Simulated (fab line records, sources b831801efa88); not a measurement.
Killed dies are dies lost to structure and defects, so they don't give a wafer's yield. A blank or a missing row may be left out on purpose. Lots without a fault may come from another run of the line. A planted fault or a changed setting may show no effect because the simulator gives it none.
A struck lot beside a sound one | flow sky130 | 16 steps out of a route of 708
Sound: wafers L404.1, L404.5, L404.6. Struck: wafer L410.4. (L410.1, L410.2 of the same lot were not struck and are left out.) The cause comes at the end.
At each step with rows: each side's tool, then ch and its chambers, then its first start. Under that, the readings that differ: sound wafers | struck wafers | difference of the means | sigmas: that difference in standard deviations of wafers without a fault.
alike: readings whose means differ by less than 2 such deviations, and words and numbers that are the same on both sides. not compared: withheld readings, readings that some wafer has no value for, bounds like >300 that may hide the same value, and numbers for which the record gives no deviation and whose values overlap.
The two part at a step that has a row with sigmas, a row that says differs or no value, or rows on one side only. Numbers that don't overlap but have no deviation are shown without sigmas and don't part them. A reading that every wafer of one side lacks parts them only if that side has two wafers or more.

SKY_LI_CONTACT_BOW_MEAS_03:
  sound on film_metro-02, day 30 00:59; struck on film_metro-02, day 31 10:08
  alike: LI_CONTACT_BOW
then, 8 steps without rows for these wafers: SKY_LI_CONTACT_DEHYDRATE_04 (time 60 s); SKY_LI_CONTACT_HMDS_05 (prime time 60 s); SKY_LI_CONTACT_COAT_06 (resist thk 60 nm); SKY_LI_CONTACT_COAT_07 (resist thk 450 nm); SKY_LI_CONTACT_SOFTBAKE_08 (time 90 s); SKY_LI_CONTACT_EXPOSE_09 (exposes mask LICM1, target cd 170 nm); SKY_LI_CONTACT_PEB_10; SKY_LI_CONTACT_DEVELOP_11 (develop time 60 s).
SKY_LI_CONTACT_CD_MEAS_12: target cd 170 nm.
  sound on cd_sem-01, day 31 04:04; struck on cd_sem-02, day 32 13:48
  alike: cd_nm
SKY_LI_CONTACT_OVL_MEAS_13:
  sound on overlay-01, day 31 04:11; struck on overlay-02, day 32 13:55
  alike: LI_CONTACT_OVL
SKY_LI_CONTACT_ETCH_14: etches BARC in N2/H2, stops on SiO2, time 45.9 s, target depth 60 nm.
  sound on rie_diel-03 ch 0,3, day 31 04:14; struck on rie_diel-03 ch 0, day 32 13:58
  alike: drypump_motor_current_A, oes_product_au, throttle_valve_pct
  not compared: rf_hours_counter_h
SKY_LI_CONTACT_ETCH_15: etches PSG in C4F8/O2/Ar, stops on Si, target depth 600 nm.
  sound on rie_diel-03 ch 0,3, day 31 04:16; struck on rie_diel-03 ch 0, day 32 14:00
  reading                                           | sound             | struck | difference | sigmas
  oes_product_au (a.u.)                             | 0.839 0.835 0.834 | 0.768  | -0.068     | -17
  model.etch.depth_nm (nm)                          | 598.6 598.9 600.4 | 501.9  | -97.4      |
  model.LI_CONTACT.feature_depth_nm (nm)            | 598.6 598.9 600.4 | 501.9  | -97.4      |
  model.KrF-thick_of_LI_CONTACT_COAT_07.thk_nm (nm) | 232.5 229.4 232.2 | 293.4  | +62.0      |
SKY_LI_CONTACT_STRIP_16: strips in O2/N2.
  sound on plasma_asher-04 ch 0,1, day 31 04:21; struck on plasma_asher-01 ch 1, day 32 14:05
  reading                      | sound             | struck | difference | sigmas
  oes_product_au (a.u.)        | 0.381 0.378 0.373 | 0.401  | +0.024     | +5
  strip_time_to_endpoint_s (s) | 3.50 3.49 3.50    | 4.15   | +0.65      | +17
  alike: drypump_motor_current_A
  not compared: rf_hours_counter_h
then, 1 step without rows for these wafers: SKY_LI_CONTACT_CLEAN_17 (cleans in NMP, time 600 s).
-- the record jumps here: 16 days lie between the struck wafers' starts before and after (it left off in module LI_CONTACT and takes up again in module PAD_OPEN, whose first step shown is number 708 of the route) --
SKY_PAD_OPEN_PROBE_99:
  sound on prober-02, day 47 08:10; struck on prober-02, day 48 06:22
  reading            | sound    | struck | difference | sigmas
  killed_at_contacts | 22 20 22 | 421    | +400       | +80
  killed_dies        | 83 84 91 | 492    | +406       | +47
  killed_on_rim      | 14 12 17 | 96     | +82        | +20
  alike: killed_at_M0_to_M3, killed_at_M4_up, killed_at_front_end, killed_at_other, killed_open, killed_short

WHERE THEY PART
First at SKY_LI_CONTACT_ETCH_15; last, within this record, at SKY_PAD_OPEN_PROBE_99.

WHY: what the simulator had put in
Process parameter drift: rie_diel-03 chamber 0, from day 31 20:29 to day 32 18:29, at SKY_LI_CONTACT_ETCH_15. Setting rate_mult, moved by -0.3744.
